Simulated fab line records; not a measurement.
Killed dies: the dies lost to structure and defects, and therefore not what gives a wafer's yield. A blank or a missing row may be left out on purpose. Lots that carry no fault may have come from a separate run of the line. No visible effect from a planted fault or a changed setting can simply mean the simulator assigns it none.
fab line records    flow sky130
record lots=11  wafers=33  last_day=50
route steps=708 shown METAL1@454 METAL3@534 CAPM@551 PAD_OPEN@708
lots untouched by any fault: they come from a run of this same line in which no faults occurred
start_h: the number of hours between the record's first day and the start of the first shown wafer of the lot    wait_h: hours elapsed since this lot's preceding step    " identical to the entry in the row above    L1.1+2: a row that stands for several wafers    - no value present, or no start provided    * or withheld: withheld    < > ~ a bound
route shown NAME@n: names a module that has steps shown in the file, with the first one's number in the route    usual: mean/standard deviation taken from wafers without a fault    same: alike in all rows    chamber/n: place in a boat    sites: each site's reading    _std_site: standard deviation across them    _edge_site: inner sites' mean taken away from outer sites' mean    radius_mm: for every site, how far away it sits from the centre of the wafer    mask NAME#n: copy n    behind: the last tool/chamber to shape the wafer    hold: the reason the lot was held/the length of the hold in hours/how it ended    device: whichever transistor did not switch (one of n, p or np)    end of line: the same wafers' tests at the end of the route    step lacking rows: just its recipe    killed: dies lost to structure and defects at the first sort, not the wafer's yield    map: per-die view of a wafer (x killed, . not killed, _ where there is no die)
set.NAME: setting as actually run; set.NAME@STEP: the setting as run at that earlier step    model.NAME: the simulator's own value behind a step, which no gauge read
a sample of lots followed through the steps of the route, with each step as a table and each wafer as a row
services: a tool's chamber out of use, with start hour (start_h, from the record's first day; less than 0 if before it), hours out, and reason
## steps
# step SKY_METAL1_STRIP_20
# recipe chemistry=O2/N2  power_w=1400  pressure_mtorr=1500  platen_temp_c=withheld  o2_flow_sccm=3000  n2_flow_sccm=300  overash_fraction=0.5
# usual drypump_motor_current_A=5.7/0.33  oes_product_au=0.344/0.0048  strip_time_to_endpoint_s=2.703/0.029
# same overash_fraction=0.5
lot.wafer  tool             chamber  start_h  wait_h  drypump_motor_current_A  oes_product_au  rf_hours_counter_h  strip_time_to_endpoint_s
L594.1     plasma_asher-01  0        794.10   0.1     5.6                      0.345           3                   2.698
L594.3     "                0        "        "       5.6                      0.352           -                   2.677
L594.5     "                1        "        "       6.0                      0.339           -                   2.715
L595.2     plasma_asher-02  1        797.31   0.1     5.4                      0.350           38                  2.756
L595.5     "                1        "        "       5.4                      0.338           -                   2.741
L595.6     "                0        "        "       6.2                      0.351           -                   2.695
L600.3     plasma_asher-04  0        830.75   0.1     5.3                      0.342           -                   2.702
L600.5     "                0        "        "       5.3                      0.346           -                   2.663
L600.6     "                1        "        "       5.8                      0.338           -                   2.689
L601.3     plasma_asher-01  0        850.20   0.1     5.6                      0.339           -                   2.689
L601.4     "                1        "        "       6.0                      0.337           -                   2.699
L601.5     "                1        "        "       6.0                      0.348           -                   2.703
L603.2     plasma_asher-02  0        857.00   0.1     6.2                      0.340           44                  2.718
L603.4     "                0        "        "       6.2                      0.342           -                   2.712
L603.6     "                0        "        "       6.2                      0.347           -                   2.750
L602.2     plasma_asher-04  1        857.36   0.1     5.8                      0.344           106                 2.733
L602.4     "                0        "        "       5.3                      0.339           -                   2.729
L602.5     "                1        "        "       5.8                      0.354           -                   2.727
L606.2     plasma_asher-04  1        877.51   0.1     5.8                      0.341           108                 2.671
L606.5     "                1        "        "       5.8                      0.337           -                   2.692
L606.6     "                0        "        "       5.3                      0.343           -                   2.682
L609.1     plasma_asher-02  1        896.45   0.1     5.4                      0.351           48                  2.695
L609.2     "                0        "        "       6.2                      0.340           48                  2.667
L609.4     "                1        "        "       5.4                      0.345           -                   2.702
L611.1     plasma_asher-02  0        905.38   0.1     6.2                      0.346           49                  2.691
L611.3     "                1        "        "       5.4                      0.351           -                   2.717
L611.5     "                1        "        "       5.4                      0.346           -                   2.692
L613.2     plasma_asher-04  1        914.82   0.1     5.8                      0.340           111                 2.661
L613.3     "                1        "        "       5.8                      0.347           -                   2.729
L613.6     "                0        "        "       5.3                      0.345           -                   2.696
L614.1     plasma_asher-02  0        925.60   0.1     6.3                      0.340           51                  2.705
L614.3     "                1        "        "       5.4                      0.343           -                   2.702
L614.6     "                1        "        "       5.4                      0.343           -                   2.698
# step SKY_METAL3_SPUTTER_02
# recipe material=AlCu  target_thk_nm=735  power_w=10600  time_s=39.1  chamber_pressure_pa=0.4
# usual cathode_dc_power_W=10600/1.9  chamber_pressure_pa=0.4001/0.00078  throttle_valve_pct=30.2/1  time_s=39.1/0
lot.wafer  tool            chamber  start_h  wait_h  cathode_dc_power_W  chamber_pressure_pa  throttle_valve_pct  time_s
L594.1     pvd_sputter-03  -        877.02   0.0     10600               0.3993               29.7                39.1
L594.3     "               -        "        "       10599               0.4015               30.6                39.1
L594.5     "               -        "        "       10600               0.4007               32.0                39.1
L595.2     pvd_sputter-03  -        881.48   0.0     10601               0.4015               30.1                39.1
L595.5     "               -        "        "       10597               0.3999               32.1                39.1
L595.6     "               -        "        "       10602               0.4010               30.6                39.1
L600.3     pvd_sputter-01  -        913.28   0.0     -                   -                    -                   -
L600.5     "               -        "        "       -                   -                    -                   -
L600.6     "               -        "        "       -                   -                    -                   -
L601.3     pvd_sputter-01  -        932.31   0.0     -                   -                    -                   -
L601.4     "               -        "        "       -                   -                    -                   -
L601.5     "               -        "        "       -                   -                    -                   -
L603.2     pvd_sputter-03  -        938.54   0.0     -                   -                    -                   -
L603.4     "               -        "        "       -                   -                    -                   -
L603.6     "               -        "        "       -                   -                    -                   -
L602.2     pvd_sputter-03  -        939.37   0.0     10598               0.3999               30.6                39.1
L602.4     "               -        "        "       10601               0.4009               30.2                39.1
L602.5     "               -        "        "       10599               0.3987               30.4                39.1
L606.2     pvd_sputter-03  -        957.52   0.0     10599               0.3990               29.7                39.1
L606.5     "               -        "        "       10603               0.3998               29.6                39.1
L606.6     "               -        "        "       10603               0.4014               30.3                39.1
L609.1     pvd_sputter-01  -        974.94   0.0     10599               0.4002               30.2                39.1
L609.2     "               -        "        "       10598               0.3996               29.7                39.1
L609.4     "               -        "        "       10599               0.3998               30.0                39.1
L611.1     pvd_sputter-01  -        983.96   0.0     10599               0.4006               29.3                39.1
L611.3     "               -        "        "       10597               0.3998               30.5                39.1
L611.5     "               -        "        "       10599               0.3995               29.0                39.1
L613.2     pvd_sputter-03  -        994.51   0.0     10599               0.4005               30.8                39.1
L613.3     "               -        "        "       10600               0.4014               30.3                39.1
L613.6     "               -        "        "       10602               0.4002               30.0                39.1
L614.1     pvd_sputter-03  -        1004.76  0.0     10597               0.4006               30.4                39.1
L614.3     "               -        "        "       10598               0.4008               29.8                39.1
L614.6     "               -        "        "       10599               0.4005               31.7                39.1
# step SKY_METAL3_SPUTTER_03
# recipe material=Ti  target_thk_nm=5  power_w=3000  time_s=3.3  chamber_pressure_pa=0.4
# usual cathode_dc_power_W=3000.0/0.52  chamber_pressure_pa=0.4000/0.00082  throttle_valve_pct=30.2/0.99
# same time_s=3.3
lot.wafer  tool            chamber  start_h  wait_h  cathode_dc_power_W  chamber_pressure_pa  throttle_valve_pct
L594.1     pvd_sputter-03  -        877.05   0.0     3000.8              0.4000               29.4
L594.3     "               -        "        "       3000.4              0.3992               30.7
L594.5     "               -        "        "       3000.0              0.3988               32.0
L595.2     pvd_sputter-03  -        881.52   0.0     2999.6              0.3982               30.2
L595.5     "               -        "        "       2999.8              0.3997               31.8
L595.6     "               -        "        "       2999.6              0.3990               30.7
L600.3     pvd_sputter-01  -        913.32   0.0     2999.9              0.3999               30.4
L600.5     "               -        "        "       2999.8              0.3987               31.0
L600.6     "               -        "        "       3000.4              0.3997               30.4
L601.3     pvd_sputter-01  -        932.35   0.0     2998.5              0.3999               30.6
L601.4     "               -        "        "       2999.4              0.4008               29.1
L601.5     "               -        "        "       3000.5              0.3995               30.1
L603.2     pvd_sputter-03  -        938.58   0.0     3000.0              0.4001               32.1
L603.4     "               -        "        "       3000.1              0.4002               30.4
L603.6     "               -        "        "       2999.7              0.3987               30.6
L602.2     pvd_sputter-03  -        939.40   0.0     3000.1              0.4007               30.6
L602.4     "               -        "        "       3000.5              0.4004               30.3
L602.5     "               -        "        "       3000.0              0.4000               30.2
L606.2     pvd_sputter-03  -        957.56   0.0     2999.9              0.3996               29.5
L606.5     "               -        "        "       2999.8              0.4006               29.5
L606.6     "               -        "        "       3000.6              0.3992               30.0
L609.1     pvd_sputter-01  -        974.98   0.0     3000.1              0.4003               30.4
L609.2     "               -        "        "       2999.7              0.4003               29.7
L609.4     "               -        "        "       3000.0              0.3985               30.1
L611.1     pvd_sputter-01  -        984.00   0.0     3001.3              0.3991               29.0
L611.3     "               -        "        "       2999.7              0.4011               30.1
L611.5     "               -        "        "       2999.4              0.3986               29.2
L613.2     pvd_sputter-03  -        994.55   0.0     3000.1              0.3998               30.8
L613.3     "               -        "        "       3000.5              0.4002               30.3
L613.6     "               -        "        "       3000.5              0.3996               30.2
L614.1     pvd_sputter-03  -        1004.80  0.0     2999.9              0.4004               30.3
L614.3     "               -        "        "       3000.1              0.4009               29.9
L614.6     "               -        "        "       3000.7              0.4016               31.9
# step SKY_CAPM_STRIP_14
# recipe chemistry=O2/N2  power_w=1400  pressure_mtorr=1500  platen_temp_c=withheld  o2_flow_sccm=3000  n2_flow_sccm=300  overash_fraction=0.5
# usual drypump_motor_current_A=5.7/0.33  oes_product_au=0.711/0.0044  strip_time_to_endpoint_s=12.66/0.038
# same overash_fraction=0.5
lot.wafer  tool             chamber  start_h  wait_h  drypump_motor_current_A  oes_product_au  rf_hours_counter_h  strip_time_to_endpoint_s
L594.1     plasma_asher-01  1        902.59   0.1     6.1                      0.717           14                  12.63
L594.3     "                0        "        "       5.6                      0.714           -                   12.67
L594.5     "                1        "        "       6.0                      0.712           -                   12.64
L595.2     plasma_asher-02  0        906.79   0.1     6.3                      0.715           50                  12.72
L595.5     "                0        "        "       6.2                      0.713           -                   12.70
L595.6     "                1        "        "       5.4                      0.708           -                   12.69
L600.3     plasma_asher-02  0        938.12   0.1     6.2                      0.707           -                   12.62
L600.5     "                0        "        "       6.3                      0.706           -                   12.65
L600.6     "                1        "        "       5.4                      0.711           -                   12.66
L601.3     plasma_asher-01  0        956.61   0.1     5.6                      0.708           -                   12.68
L601.4     "                1        "        "       6.1                      0.712           -                   12.66
L601.5     "                0        "        "       5.5                      0.706           -                   12.69
L603.2     plasma_asher-02  0        962.78   0.1     6.3                      0.710           55                  12.62
L603.4     "                1        "        "       5.4                      0.710           -                   12.59
L603.6     "                0        "        "       6.3                      0.709           -                   12.60
L602.2     plasma_asher-04  0        963.74   0.1     5.3                      0.713           116                 12.64
L602.4     "                0        "        "       5.3                      0.713           -                   12.65
L602.5     "                1        "        "       5.8                      0.718           -                   12.59
L606.2     plasma_asher-01  0        981.59   0.1     5.6                      0.712           22                  12.62
L606.5     "                1        "        "       6.0                      0.722           -                   12.64
L606.6     "                0        "        "       5.5                      0.713           -                   12.63
L609.1     plasma_asher-02  0        998.84   0.1     6.3                      0.708           58                  12.65
L609.2     "                1        "        "       5.4                      0.702           58                  12.65
L609.4     "                1        "        "       5.4                      0.709           -                   12.61
L611.1     plasma_asher-02  1        1007.18  0.1     5.4                      0.718           59                  12.65
L611.3     "                0        "        "       6.2                      0.706           -                   12.66
L611.5     "                1        "        "       5.4                      0.711           -                   12.63
L613.2     plasma_asher-04  0        1017.83  0.1     5.3                      0.706           121                 12.67
L613.3     "                0        "        "       5.4                      0.707           -                   12.60
L613.6     "                1        "        "       5.8                      0.715           -                   12.65
L614.1     plasma_asher-01  0        1028.74  0.1     5.5                      0.707           27                  12.68
L614.3     "                0        "        "       5.5                      0.713           -                   12.64
L614.6     "                1        "        "       6.0                      0.711           -                   12.68
# step SKY_PAD_OPEN_PROBE_99
# usual defect_limited_yield=82.3/2  killed_at_M0_to_M3=43/7.3  killed_at_M4_up=3.2/1.8  killed_at_contacts=24/5.8  killed_at_front_end=16/4.5  killed_at_other=0.3/0.53  killed_dies=87/9.9  killed_on_rim=17/3.8  killed_open=48/6.8  killed_short=39/6.9  sort_bin_3_pad_short=0.8/0.42  sort_bin_5_function=10.4/1.6  sort_bin_6_memory=6.4/1.2  sort_n_pass=405/9.9  sort_yield_pct=82.3/2
# same gross_dies=492  killed_at_back_side=0  sort_bin_4_leakage[%]=0  sort_bin_8_speed[%]=0
lot.wafer  tool       chamber  start_h  wait_h  hold                      defect_limited_yield[%]  killed_at_M0_to_M3  killed_at_M4_up  killed_at_contacts  killed_at_front_end  killed_at_other  killed_dies  killed_on_rim  killed_open  killed_short  sort_bin_3_pad_short[%]  sort_bin_5_function[%]  sort_bin_6_memory[%]  sort_n_pass  sort_yield_pct[%]
L594.1     prober-02  -        1098.66  0.1     -                         81.7                     50                  4                18                  18                   0                90           19             52           38            0.4                      11.6                    6.3                   402          81.7
L594.3     prober-02  -        1098.76  0.2     -                         85.0                     36                  3                25                  9                    1                74           10             41           33            1.0                      10.8                    3.3                   418          85.0
L594.5     prober-02  -        1098.86  0.2     -                         84.6                     31                  3                22                  19                   1                76           14             44           32            0.8                      8.1                     6.5                   416          84.6
L595.2     prober-02  -        1100.86  0.1     -                         82.1                     43                  5                19                  21                   0                88           21             47           41            1.0                      11.6                    5.3                   404          82.1
L595.5     prober-02  -        1101.01  0.2     -                         82.3                     43                  0                24                  20                   0                87           22             50           37            0.8                      11.2                    5.7                   405          82.3
L595.6     prober-02  -        1101.06  0.2     -                         80.7                     47                  3                25                  20                   0                95           16             51           44            1.0                      11.8                    6.5                   397          80.7
L600.3     prober-02  -        1130.25  2.8     await_dispo/2.7h/release  0                        444                 2                36                  10                   0                492          96             50           33            1.2                      92.9                    5.9                   0            0
L600.5     prober-02  -        1130.35  2.9     await_dispo/2.7h/release  0                        448                 2                26                  13                   3                492          96             45           40            0.2                      93.7                    6.1                   0            0
L600.6     prober-02  -        1130.40  2.9     await_dispo/2.7h/release  0                        446                 4                26                  16                   0                492          96             50           37            0.8                      93.9                    5.3                   0            0
L603.2     prober-02  -        1144.72  1.6     await_dispo/1.5h/release  0                        447                 2                32                  11                   0                492          96             52           40            0.6                      92.7                    6.7                   0            0
L603.4     prober-02  -        1144.82  1.7     await_dispo/1.5h/release  0                        448                 5                20                  19                   0                492          96             44           47            0.8                      93.9                    5.3                   0            0
L603.6     prober-02  -        1144.92  1.7     await_dispo/1.5h/release  0                        449                 3                23                  17                   0                492          96             60           35            0.4                      92.3                    7.3                   0            0
L602.2     prober-01  -        1144.94  0.1     -                         84.1                     40                  3                21                  14                   0                78           15             42           36            0.6                      9.6                     5.7                   414          84.1
L602.4     prober-01  -        1145.04  0.2     -                         81.7                     38                  1                33                  18                   0                90           22             54           36            0.8                      9.8                     7.7                   402          81.7
L602.5     prober-01  -        1145.09  0.2     -                         84.6                     36                  4                16                  19                   1                76           13             45           31            0.6                      9.3                     5.5                   416          84.6
L601.3     prober-01  -        1145.76  6.6     await_dispo/6.5h/release  0                        444                 2                33                  13                   0                492          96             58           34            0.8                      91.1                    8.1                   0            0
L601.4     prober-01  -        1145.81  6.7     await_dispo/6.5h/release  0                        453                 4                19                  16                   0                492          96             56           54            1.0                      91.9                    7.1                   0            0
L601.5     prober-01  -        1145.86  6.7     await_dispo/6.5h/release  0                        447                 4                23                  17                   1                492          96             43           55            1.0                      92.3                    6.7                   0            0
L606.2     prober-02  -        1158.31  0.1     -                         82.7                     50                  3                19                  13                   0                85           20             50           35            0                        10.4                    6.9                   407          82.7
L606.5     prober-02  -        1158.46  0.2     -                         86.4                     35                  4                18                  10                   0                67           13             37           30            0.6                      6.7                     6.3                   425          86.4
L606.6     prober-02  -        1158.51  0.2     -                         83.9                     40                  5                17                  17                   0                79           15             39           40            0.6                      10.4                    5.1                   413          83.9
L609.1     prober-01  -        1173.23  0.1     -                         81.1                     34                  9                26                  23                   1                93           16             46           47            1.2                      8.9                     8.7                   399          81.1
L609.2     prober-01  -        1173.28  0.1     -                         80.5                     52                  1                16                  27                   0                96           17             48           48            1.6                      9.6                     8.3                   396          80.5
L609.4     prober-01  -        1173.38  0.2     -                         80.7                     45                  4                29                  17                   0                95           12             52           43            0.6                      11.6                    7.1                   397          80.7
L611.1     prober-01  -        1177.06  0.1     -                         85.2                     39                  1                25                  8                    0                73           16             44           29            1.0                      6.9                     6.9                   419          85.2
L611.3     prober-01  -        1177.16  0.2     -                         85.8                     39                  2                22                  7                    0                70           11             42           28            0                        8.5                     5.7                   422          85.8
L611.5     prober-01  -        1177.26  0.2     -                         82.7                     34                  5                27                  19                   0                85           20             50           35            1.0                      10.4                    5.9                   407          82.7
L613.2     prober-01  -        1184.88  0.1     -                         82.1                     45                  4                26                  13                   0                88           21             53           35            0.8                      11.8                    5.3                   404          82.1
L613.3     prober-01  -        1184.93  0.2     -                         84.8                     34                  2                20                  18                   1                75           11             43           32            0.6                      7.9                     6.7                   417          84.8
L613.6     prober-01  -        1185.08  0.2     -                         82.9                     46                  4                27                  6                    1                84           17             37           47            1.2                      10.8                    5.1                   408          82.9
L614.1     prober-02  -        1193.15  0.1     -                         80.3                     56                  4                21                  16                   0                97           20             55           42            2.0                      9.6                     8.1                   395          80.3
L614.3     prober-02  -        1193.25  0.2     -                         81.5                     47                  3                23                  18                   0                91           15             57           34            1.2                      10.4                    6.9                   401          81.5
L614.6     prober-02  -        1193.40  0.2     -                         83.9                     37                  3                21                  18                   0                79           15             46           33            0.8                      8.7                     6.5                   413          83.9
# killed by level:class
L594.1 VIA1:geometric_particle:open=18 VIA3:geometric_particle:open=7 LI_CONTACT:geometric_particle:open=6 POLY_GATE:geometric_particle:short=5 METAL1:geometric_particle:short=5 VIA1:geometric_particle:short=5 FIELD_ISO:geometric_particle:open=4 METAL4:geometric_particle:short=4
L594.3 CONTACT:geometric_particle:open=10 VIA1:geometric_particle:open=8 LI_CONTACT:geometric_particle:open=6 CONTACT:geometric_particle:short=6 VIA1:geometric_particle:short=6 VIA3:geometric_particle:open=5 FIELD_ISO:geometric_particle:open=4 METAL1:geometric_particle:short=4
L594.5 VIA1:geometric_particle:open=9 FIELD_ISO:geometric_particle:open=8 LI_CONTACT:geometric_particle:open=8 CONTACT:geometric_particle:short=5 VIA3:geometric_particle:open=5 FIELD_ISO:geometric_particle:short=4 POLY_GATE:geometric_particle:open=4 CONTACT:geometric_particle:open=4
L595.2 VIA3:geometric_particle:open=9 CONTACT:geometric_particle:open=8 VIA1:geometric_particle:open=8 VIA2:geometric_particle:open=6 METAL1:geometric_particle:short=6 VIA1:geometric_particle:short=6 FIELD_ISO:geometric_particle:short=5 FIELD_ISO:geometric_particle:open=5
L595.5 LI_CONTACT:geometric_particle:open=13 FIELD_ISO:geometric_particle:short=7 VIA1:geometric_particle:short=7 VIA1:geometric_particle:open=7 FIELD_ISO:geometric_particle:open=6 METAL1:geometric_particle:short=6 METAL2:geometric_particle:short=6 VIA2:geometric_particle:open=5
L595.6 LOCAL_INTERCONNECT:geometric_particle:short=10 VIA2:geometric_particle:open=10 LI_CONTACT:geometric_particle:open=8 METAL1:geometric_particle:short=7 VIA1:geometric_particle:open=7 METAL2:geometric_particle:short=7 VIA3:geometric_particle:open=7 CONTACT:geometric_particle:open=5
L600.3 METAL3:area_sputter=409 CONTACT:geometric_particle:open=17 VIA1:geometric_particle:open=10 VIA2:geometric_particle:open=9 LI_CONTACT:geometric_particle:open=6 VIA3:geometric_particle:short=6 LOCAL_INTERCONNECT:geometric_particle:short=5 CONTACT:geometric_particle:short=5
L600.5 METAL3:area_sputter=407 LI_CONTACT:geometric_particle:open=9 CONTACT:geometric_particle:open=8 METAL1:geometric_particle:short=7 VIA3:geometric_particle:open=6 VIA2:geometric_particle:open=6 LI_CONTACT:geometric_particle:short=5 VIA1:geometric_particle:open=5
L600.6 METAL3:area_sputter=405 CONTACT:geometric_particle:open=11 METAL2:geometric_particle:short=11 VIA2:geometric_particle:open=10 VIA1:geometric_particle:open=6 FIELD_ISO:geometric_particle:open=5 FIELD_ISO:geometric_particle:short=4 LI_CONTACT:geometric_particle:open=4
L603.2 METAL3:area_sputter=400 VIA1:geometric_particle:open=16 CONTACT:geometric_particle:open=11 LI_CONTACT:geometric_particle:open=9 METAL2:geometric_particle:short=6 VIA1:geometric_particle:short=5 CONTACT:geometric_particle:short=5 VIA2:geometric_particle:open=5
L603.4 METAL3:area_sputter=401 METAL2:geometric_particle:short=9 VIA3:geometric_particle:open=7 VIA2:geometric_particle:open=6 VIA1:geometric_particle:open=6 FIELD_ISO:geometric_particle:open=5 LI_CONTACT:geometric_particle:open=5 METAL1:geometric_particle:short=5
L603.6 METAL3:area_sputter=397 VIA1:geometric_particle:open=14 CONTACT:geometric_particle:open=9 FIELD_ISO:geometric_particle:open=8 POLY_GATE:geometric_particle:open=6 LI_CONTACT:geometric_particle:open=6 METAL1:geometric_particle:short=6 METAL2:geometric_particle:short=6
L602.2 FIELD_ISO:geometric_particle:open=7 LI_CONTACT:geometric_particle:open=7 CONTACT:geometric_particle:open=6 VIA1:geometric_particle:open=6 VIA1:geometric_particle:short=6 VIA2:geometric_particle:open=6 VIA3:geometric_particle:open=6 METAL1:geometric_particle:short=4
L602.4 LI_CONTACT:geometric_particle:open=13 VIA1:geometric_particle:open=13 CONTACT:geometric_particle:open=9 METAL1:geometric_particle:short=7 FIELD_ISO:geometric_particle:open=5 LOCAL_INTERCONNECT:geometric_particle:short=4 VIA2:geometric_particle:short=4 POLY_GATE:geometric_particle:open=3
L602.5 VIA1:geometric_particle:open=8 POLY_GATE:geometric_particle:open=7 VIA3:geometric_particle:open=7 CONTACT:geometric_particle:open=6 METAL1:geometric_particle:short=4 VIA3:geometric_particle:short=4 FIELD_ISO:geometric_particle:open=3 POLY_GATE:geometric_particle:short=3
L601.3 METAL3:area_sputter=400 VIA1:geometric_particle:open=13 LI_CONTACT:geometric_particle:open=11 METAL2:geometric_particle:short=7 CONTACT:geometric_particle:open=7 VIA2:geometric_particle:open=7 CONTACT:geometric_particle:short=6 POLY_GATE:geometric_particle:open=5
L601.4 METAL3:area_sputter=382 VIA1:geometric_particle:open=18 VIA3:geometric_particle:open=11 METAL1:geometric_particle:short=10 CONTACT:geometric_particle:open=9 METAL2:geometric_particle:short=9 VIA2:geometric_particle:short=8 VIA2:geometric_particle:open=7
L601.5 METAL3:area_sputter=394 LI_CONTACT:geometric_particle:open=13 METAL2:geometric_particle:short=10 VIA3:geometric_particle:open=8 POLY_GATE:geometric_particle:short=6 VIA2:geometric_particle:short=6 POLY_GATE:geometric_particle:open=5 METAL1:geometric_particle:short=5
L606.2 VIA1:geometric_particle:open=11 VIA2:geometric_particle:open=9 CONTACT:geometric_particle:open=8 VIA3:geometric_particle:open=7 FIELD_ISO:geometric_particle:open=6 CONTACT:geometric_particle:short=6 FIELD_ISO:geometric_particle:short=5 METAL1:geometric_particle:short=5
L606.5 VIA1:geometric_particle:open=9 CONTACT:geometric_particle:open=6 POLY_GATE:geometric_particle:open=5 FIELD_ISO:geometric_particle:open=4 VIA2:geometric_particle:short=4 LOCAL_INTERCONNECT:geometric_particle:short=4 CONTACT:geometric_particle:short=4 METAL1:geometric_particle:short=4
L606.6 VIA1:geometric_particle:open=11 FIELD_ISO:geometric_particle:short=9 LI_CONTACT:geometric_particle:open=6 METAL2:geometric_particle:short=6 METAL1:geometric_particle:short=5 METAL4:geometric_particle:short=5 CONTACT:geometric_particle:open=4 VIA2:geometric_particle:open=4
L609.1 CONTACT:geometric_particle:open=11 VIA1:geometric_particle:open=11 FIELD_ISO:geometric_particle:short=8 METAL2:geometric_particle:short=7 FIELD_ISO:geometric_particle:open=6 POLY_GATE:geometric_particle:short=5 LI_CONTACT:geometric_particle:open=5 METAL4:geometric_particle:short=5
L609.2 VIA3:geometric_particle:open=10 CONTACT:geometric_particle:open=9 FIELD_ISO:geometric_particle:short=8 VIA1:geometric_particle:open=8 METAL1:geometric_particle:short=8 FIELD_ISO:geometric_particle:open=5 POLY_GATE:geometric_particle:short=5 METAL2:geometric_particle:short=5
L609.4 CONTACT:geometric_particle:open=11 VIA1:geometric_particle:open=10 LI_CONTACT:geometric_particle:open=8 METAL2:geometric_particle:short=8 VIA2:geometric_particle:open=7 POLY_GATE:geometric_particle:open=6 METAL1:geometric_particle:short=5 METAL3:geometric_particle:short=5
L611.1 VIA3:geometric_particle:open=12 VIA2:geometric_particle:open=10 LI_CONTACT:geometric_particle:open=8 LOCAL_INTERCONNECT:geometric_particle:short=8 CONTACT:geometric_particle:open=6 METAL1:geometric_particle:short=6 METAL2:geometric_particle:short=4 FIELD_ISO:geometric_particle:open=3
L611.3 CONTACT:geometric_particle:open=11 VIA1:geometric_particle:open=8 VIA2:geometric_particle:open=7 VIA3:geometric_particle:open=5 FIELD_ISO:geometric_particle:short=4 METAL1:geometric_particle:short=4 LI_CONTACT:geometric_particle:open=3 VIA2:geometric_particle:short=3
L611.5 VIA2:geometric_particle:open=9 LOCAL_INTERCONNECT:geometric_particle:short=8 CONTACT:geometric_particle:open=8 VIA3:geometric_particle:open=7 POLY_GATE:geometric_particle:open=6 LI_CONTACT:geometric_particle:open=6 SPACER:geometric_particle:open=4 CONTACT:geometric_particle:short=4
L613.2 VIA3:geometric_particle:open=13 VIA1:geometric_particle:open=12 CONTACT:geometric_particle:open=9 LI_CONTACT:geometric_particle:open=6 CONTACT:geometric_particle:short=6 FIELD_ISO:geometric_particle:short=5 METAL1:geometric_particle:short=5 POLY_GATE:geometric_particle:open=5
L613.3 VIA1:geometric_particle:open=8 CONTACT:geometric_particle:open=7 FIELD_ISO:geometric_particle:open=6 LI_CONTACT:geometric_particle:open=6 METAL2:geometric_particle:short=5 VIA3:geometric_particle:open=4 POLY_GATE:geometric_particle:short=4 VIA1:geometric_particle:short=4
L613.6 VIA1:geometric_particle:short=10 VIA1:geometric_particle:open=9 CONTACT:geometric_particle:open=8 CONTACT:geometric_particle:short=7 LI_CONTACT:geometric_particle:open=6 METAL2:geometric_particle:short=6 VIA2:geometric_particle:short=6 METAL1:geometric_particle:short=5
L614.1 VIA1:geometric_particle:open=11 VIA2:geometric_particle:open=10 CONTACT:geometric_particle:open=8 VIA1:geometric_particle:short=8 METAL2:geometric_particle:short=8 VIA2:geometric_particle:short=7 LI_CONTACT:geometric_particle:open=7 VIA3:geometric_particle:open=6
L614.3 VIA1:geometric_particle:open=12 VIA2:geometric_particle:open=11 METAL1:geometric_particle:short=8 FIELD_ISO:geometric_particle:open=6 CONTACT:geometric_particle:open=6 LI_CONTACT:geometric_particle:open=5 LI_CONTACT:geometric_particle:short=5 METAL2:geometric_particle:short=4
L614.6 VIA1:geometric_particle:open=11 LI_CONTACT:geometric_particle:open=8 POLY_GATE:geometric_particle:open=6 POLY_GATE:geometric_particle:short=5 CONTACT:geometric_particle:open=5 METAL2:geometric_particle:short=5 VIA3:geometric_particle:open=5 LI_CONTACT:geometric_particle:short=4
## services
tool             chamber  start_h  hours  kind
plasma_asher-01  -        778.12   14.7   pm
pvd_sputter-03   -        806.96   1.1    repair
plasma_asher-02  -        843.76   0.5    repair
plasma_asher-04  -        870.05   0.7    repair
plasma_asher-02  -        936.70   1.1    repair
pvd_sputter-03   -        966.99   1.4    repair
pvd_sputter-03   -        997.30   3.7    repair
## key
first_sign step=SKY_METAL3_SPUTTER_02  reading=tool_record  direction=missing
effect step=SKY_PAD_OPEN_PROBE_99  reading=killed_at_M0_to_M3  direction=up  sigmas=56  usual=43  struck=447
more_kills_born_at SKY_METAL3_SPUTTER_02@pvd_sputter-01=2397  SKY_METAL3_SPUTTER_02@pvd_sputter-03=1198
met_at SKY_METAL3_SPUTTER_02
struck_lots L600,L601,L603
later_rows_left_out L600.3,L600.5,L600.6,L601.3,L601.4,L601.5,L603.2,L603.4,L603.6
not_acting_at SKY_METAL1_STRIP_20,SKY_METAL3_SPUTTER_03,SKY_CAPM_STRIP_14
onset_between 881.48 913.28
fault kind=skipped_step_whole  tool=pvd_sputter-01,pvd_sputter-03  chamber=-  onset_h=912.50  steps=SKY_METAL3_SPUTTER_02  scope=struck_lots_only
# later_rows_left_out: the simulator's readings of these wafers behind a module that went badly wrong aren't trusted and aren't shown, but for the sort
